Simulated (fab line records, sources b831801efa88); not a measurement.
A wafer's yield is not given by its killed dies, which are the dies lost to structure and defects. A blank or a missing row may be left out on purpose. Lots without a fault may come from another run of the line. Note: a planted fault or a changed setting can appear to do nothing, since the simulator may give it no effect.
One fault seen from 2 desks	flow gf180mcu	every desk sees just its own numbers, and what lay behind them comes last

TOOL OWNER'S DESK, pvd sputter-03
At GF_M3_SPUTTER_04 (material TiN, target thk 50 nm, time 41.7 s) the tool's own readings: per lot run on this tool, the mean of the sampled wafers that have a number. A lot is out of limits, marked OUT, if its mean lies more than 4 standard deviations from the usual mean; the brackets give that distance.
Columns: A = cathode dc power W at GF_M3_SPUTTER_04, usual 6500.1 W; B = throttle valve pct at GF_M3_SPUTTER_04, usual 30.1 %
lot	first seen here	A	B
L754	day 23 14:48	6500.7	31.2
L761	day 26 00:18	6342.4 (-99 or more) OUT	30.1
This desk's finding: out of limits on L761; first on L761, day 26 00:18 (cathode dc power W at GF_M3_SPUTTER_04). L754 stayed within limits.

THE METROLOGY DESK
Means of the sampled wafers that have a number, per lot and without regard to the tool the lot ran on: this is what the gauges read. A lot is out of limits, marked OUT, if its mean lies more than 4 standard deviations from the usual mean; the brackets give that distance. Of its 9 readings 7 are shown: those that lie furthest out on some lot.
Columns: A = V2_W_RS at GF_V2_RS_MEAS_24, usual 0.327 ohm/sq; B = V2_W_THK at GF_V2_THK_MEAS_25, usual 342 nm; C = cd nm at GF_M3_CD_MEAS_14, usual 280.4 nm; D = M3_OVL at GF_M3_OVL_MEAS_15, usual -1 nm; E = V3_CVD_00_THK at GF_V3_THK_MEAS_01, usual 598 nm; F = V3_CVD_02_THK at GF_V3_THK_MEAS_03, usual 854 nm; G = V3_BOW at GF_V3_BOW_MEAS_05, usual 116 um
lot	first seen here	A	B	C	D	E	F	G
L750	day 22 03:22	0.325	343	282.2	-1	602	857	106
L754	day 23 14:08	0.323	347	281.2	-1	599	854	100
L761	day 25 23:41	0.330	342	279.8	-1	605	865	129
L764	day 26 22:02	0.326	345	278.5	-6	604	848	107
L766	day 27 14:56	0.336	336	280.5	0	595	860	116
This desk's finding: nothing out of limits on any of the 5 lots.

PUT TOGETHER
An alarm could have come from the tool owner's desk at day 26 00:18, on L761.
At the metrology desk, nothing out of limits was observed.
The metrology desk has L761 on record, within its limits.
Every lot named ran GF_M3_SPUTTER_04 on pvd sputter-03.

WHAT WAS PUT IN BY THE SIMULATOR
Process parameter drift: pvd sputter-03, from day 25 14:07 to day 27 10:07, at GF_M3_SPUTTER_04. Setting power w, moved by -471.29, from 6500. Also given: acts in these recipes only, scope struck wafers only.
Shown lots that were struck: L761.
Time in hours from fault onset to the first out-of-limits reading at each desk: the tool owner's desk, 10.
